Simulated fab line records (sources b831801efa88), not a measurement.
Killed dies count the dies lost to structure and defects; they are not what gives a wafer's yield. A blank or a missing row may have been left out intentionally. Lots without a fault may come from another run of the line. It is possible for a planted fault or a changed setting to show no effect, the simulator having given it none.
Which of the tools did it? -- flow sky130 -- 39 wafers from 13 lots sampled at 4 of the route's 708 steps

WHAT THE GAUGES SHOWED, per wafer
SKY_METAL1_RS_MEAS_05: measures by four-point-probe. Usual: METAL1_ALCU_RS typically reads 0.1270 ohm/sq, with standard deviation 0.0016.
lot,measured,on,METAL1_ALCU_RS (ohm/sq),flag
L630,day 31 20:05,film-metro-01,0.1267 0.1273 0.1277,
L635,day 33 08:25,film-metro-02,0.1247 0.1270 0.1248,
L636,day 33 16:46,film-metro-01,0.1266 0.1243 0.1280,
L637,day 34 04:30,film-metro-03,0.1287 0.1267 0.1259,
L638,day 34 12:58,film-metro-02,0.1254 0.1246 0.1252,
L639,day 35 00:33,film-metro-01,0.1287 0.1284 0.1287,
L640,day 35 01:34,film-metro-03,0.1239 0.1250 0.1240,
L641,day 35 09:40,film-metro-01,0.1268 0.1273 0.1279,
L648,day 37 15:07,film-metro-03,0.1282 0.1284 0.1279,
L649,day 37 18:17,film-metro-02,0.1309 0.1287 0.1298,
L650,day 38 04:31,film-metro-02,0.1266 0.1290 0.1266,
L652,day 38 12:59,film-metro-03,0.1276 0.1289 0.1289,
L653,day 38 15:10,film-metro-01,0.1300 0.1291 0.1295,

SKY_VIA1_BOW_MEAS_03. Usual: VIA1_BOW typically reads 78 um, with standard deviation 6.7.
lot,measured,on,VIA1_BOW (um),flag
L630,day 33 00:35,film-metro-02,65 65 69,
L635,day 34 13:02,film-metro-01,79 76 74,
L636,day 34 21:10,film-metro-02,74 73 66,
L637,day 35 08:12,film-metro-04,78 70 77,
L638,day 35 17:02,film-metro-04,76 75 73,
L639,day 36 04:18,film-metro-01,88 74 82,
L640,day 36 05:04,film-metro-04,82 82 81,
L641,day 36 12:29,film-metro-04,80 75 68,
L648,day 38 17:02,film-metro-04,122 107 108 - - -,OFF
L649,day 38 20:42,film-metro-01,110 96 105 - - -,OFF
L650,day 39 07:09,film-metro-02,118 117 122 - - -,OFF
L652,day 39 15:26,film-metro-01,84 90 74,
L653,day 39 17:37,film-metro-01,71 84 77,

WHICH TOOL RAN EACH LOT (tool, then ch and the chambers of the sampled wafers, then the start)
lot,SKY_METAL1_SPUTTER_02,SKY_VIA1_CMP_02
L630,"pvd-sputter-04, day 31 20:00","cmp-02 ch 0,3, day 33 00:17"
L635,"pvd-sputter-04, day 33 08:19","cmp-01 ch 0,1,3, day 34 12:44"
L636,"pvd-sputter-03, day 33 16:41","cmp-01 ch 0,1,2, day 34 20:52"
L637,"pvd-sputter-03, day 34 04:23","cmp-02 ch 0,2,3, day 35 07:53"
L638,"pvd-sputter-04, day 34 12:53","cmp-02 ch 1,2,3, day 35 16:44"
L639,"pvd-sputter-03, day 35 00:28","cmp-01 ch 1,2,3, day 36 04:00"
L640,"pvd-sputter-04, day 35 01:25","cmp-02 ch 0,1, day 36 04:43"
L641,"pvd-sputter-02, day 35 09:34","cmp-02 ch 0,1,2, day 36 12:11"
L648,"pvd-sputter-03, day 37 14:59","cmp-02 ch 0,3, day 38 16:41"
L649,"pvd-sputter-02, day 37 18:11","cmp-01 ch 0,1,3, day 38 20:24"
L650,"pvd-sputter-03, day 38 04:26","cmp-01 ch 0,2,3, day 39 06:57"
L652,"pvd-sputter-03, day 38 12:53","cmp-01 ch 0,1,3, day 39 15:10"
L653,"pvd-sputter-02, day 38 15:02","cmp-02 ch 1,2,3, day 39 17:22"
- SKY_METAL1_SPUTTER_02: material AlCu, target thk 250 nm, time 13.3 s.
- SKY_VIA1_CMP_02: polishes SiO2.

AS READ BY THE TOOLS THEMSELVES (means over the sampled wafers that have a number; for cases with no such wafer, the mark the record gives instead)
SKY_METAL1_SPUTTER_02. Usual: throttle-valve-pct at 30.7 %, with a standard deviation of 1.1.
lot,tool,throttle-valve-pct (%),flag
L630,pvd-sputter-04,30.2,
L635,pvd-sputter-04,30.8,
L636,pvd-sputter-03,31.3,
L637,pvd-sputter-03,30.7,
L638,pvd-sputter-04,30.1,
L639,pvd-sputter-03,30.1,
L640,pvd-sputter-04,30.1,
L641,pvd-sputter-02,30.6,
L648,pvd-sputter-03,30.0,
L649,pvd-sputter-02,31.3,
L650,pvd-sputter-03,32.4,
L652,pvd-sputter-03,29.5,
L653,pvd-sputter-02,31.2,

SKY_VIA1_CMP_02. Usual: edge-zone-pressure-frac 1.001, standard deviation 0.0049; head-pressure-psi 4.000 psi, standard deviation 0.0092; motor-current-A 11.9 A, standard deviation 1.2.
lot,tool,edge-zone-pressure-frac,head-pressure-psi (psi),motor-current-A (A),flag
L630,cmp-02,0.997,4.005,13.1,
L635,cmp-01,0.999,4.005,11.4,
L636,cmp-01,1.004,3.998,11.4,
L637,cmp-02,1.001,3.998,12.6,
L638,cmp-02,1.007,4.003,13.2,
L639,cmp-01,1.001,3.999,11.6,
L640,cmp-02,1.000,3.999,11.6,
L641,cmp-02,1.004,3.999,11.6,
L648,cmp-02,-,-,-,OFF
L649,cmp-01,-,-,-,OFF
L650,cmp-01,-,-,-,OFF
L652,cmp-01,1.006,3.995,11.2,
L653,cmp-02,1.002,4.002,12.8,

THE ANSWER, worked out from the rows above alone
Rule: lot off if the mean of its wafers having a number is beyond 3 standard deviations from the usual mean. Also off: a lot with no number at a reading for which 4 or more lots have one. All remaining lots with rows at the step are treated as sound. After the gauges, taken in route order, come the tools' own readings; for these a lot's mean is taken, as printed above. The first step at which some lot is off is used, and at that step the reading that is off furthest; a lot without a number counts as furthest.
Off: L648, L649, L650, at SKY_VIA1_BOW_MEAS_03 (VIA1_BOW).
A tool fits if, at a process step before that reading, it ran every lot that is off, and no sound lot after the first of them. The gauges at SKY_VIA1_BOW_MEAS_03 aren't tried: what is off there is off at SKY_VIA1_CMP_02 too, on other tools, and a gauge's error can't cause that. Of those tried, none fits.

WHAT THE SIMULATOR PUT IN
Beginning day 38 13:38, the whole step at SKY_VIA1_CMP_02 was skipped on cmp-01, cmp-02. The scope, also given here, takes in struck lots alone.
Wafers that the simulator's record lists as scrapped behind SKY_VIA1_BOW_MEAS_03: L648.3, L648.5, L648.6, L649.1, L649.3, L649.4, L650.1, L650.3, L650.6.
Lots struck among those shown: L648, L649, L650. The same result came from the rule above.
